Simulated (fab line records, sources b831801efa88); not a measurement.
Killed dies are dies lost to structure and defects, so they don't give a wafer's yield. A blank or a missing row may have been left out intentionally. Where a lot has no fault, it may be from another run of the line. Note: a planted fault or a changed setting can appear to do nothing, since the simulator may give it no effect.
Struck lot and sound lot, side by side ; flow sky130 ; 15 out of 708 route steps
Sound: the wafers L679.3, L679.4, L679.6. Struck: wafers L686.3, L686.4, L686.6. The cause is given at the end.
Per side, at each step with rows, come the tool, then ch with its chambers, and then its first start. Under that, the readings that differ: sound wafers ; struck wafers ; difference of the means ; sigmas: that difference in standard deviations of wafers without a fault.
alike: readings whose means differ by less than 2 such deviations, and words and numbers that are the same on both sides. not compared: withheld readings, readings that some wafer has no value for, bounds like >300 that may hide the same value, and numbers for which the record gives no deviation and whose values overlap.
Wherever a step has rows on one side only, a row that says differs or no value, or a row with sigmas, the two part there. Numbers that don't overlap but have no deviation are shown without sigmas and don't part them. Lack of a reading on every wafer of one side parts them only where that side has two or more wafers.

first, 5 steps without rows for these wafers: SKY_VT_ADJUST_LVTN_COAT_02 (resist thk 3000 nm); SKY_VT_ADJUST_LVTN_SOFTBAKE_03; SKY_VT_ADJUST_LVTN_EXPOSE_04 (exposes mask NWM COMPLEMENT LESS NATIVE, target cd 840 nm); SKY_VT_ADJUST_LVTN_PEB_05; SKY_VT_ADJUST_LVTN_DEVELOP_06 (develop time 60 s).
SKY_VT_ADJUST_LVTN_OVL_MEAS_07:
  struck on overlay-01, day 10 22:18; sound on overlay-02, day 8 17:39
  alike: VT_ADJUST_LVTN_OVL
next, for these wafers, 1 step has no rows: SKY_VT_ADJUST_LVTN_IMPLANT_08.
SKY_VT_ADJUST_LVTN_STRIP_09: strips in O2/N2.
  sound on plasma-asher-04 ch 0,1, day 8 17:52; struck on plasma-asher-01 ch 0,1, day 10 22:31
  alike: drypump-motor-current-A, oes-product-au, strip-time-to-endpoint-s
  not compared: rf-hours-counter-h
SKY_VT_ADJUST_LVTN_TW_MEAS_10:
  struck on film-metro-01, day 10 22:35; sound on film-metro-03, day 8 17:56
  alike: VT_ADJUST_LVTN_TW
then, 3 steps without rows for these wafers: SKY_VT_ADJUST_LVTN_DEHYDRATE_11 (time 60 s); SKY_VT_ADJUST_LVTN_HMDS_12 (prime time 60 s); SKY_VT_ADJUST_LVTN_COAT_13 (resist thk 1140 nm).
SKY_VT_ADJUST_LVTN_SOFTBAKE_14: time 60 s.
  sound on litho-track-02 ch 0, day 9 04:42; struck on litho-track-04 ch 0, day 11 11:05
reading;sound;struck;difference;sigmas
run-length-s (s);89.47 89.34 89.03;98.46 98.49 98.47;+9.19;+66
then, 1 step without rows for these wafers: SKY_VT_ADJUST_LVTN_EXPOSE_15 (exposes mask HVN STD DERIVED, target cd 600 nm).
-- record jumps: 38 days separate the struck wafers' starts on either side; left off in module VT_ADJUST_LVTN, taken up again in module PAD_OPEN, whose first shown step is the route's number 708 --
SKY_PAD_OPEN_PROBE_99:
  struck on prober-01, day 49 10:50; sound on prober-02, day 47 15:56
  alike: killed_at_M0_to_M3, killed_at_M4_up, killed-at-contacts, killed-at-front-end, killed-at-other, killed-dies, killed-open, killed-short

WHERE THEY PART
At SKY_VT_ADJUST_LVTN_SOFTBAKE_14 and nowhere else, as far as this record goes. Later steps at which nothing parts them and some readings are alike: SKY_PAD_OPEN_PROBE_99.

WHY: what had been put in by the simulator
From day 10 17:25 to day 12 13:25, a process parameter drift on litho-track-04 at SKY_VT_ADJUST_LVTN_SOFTBAKE_14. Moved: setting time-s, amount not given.
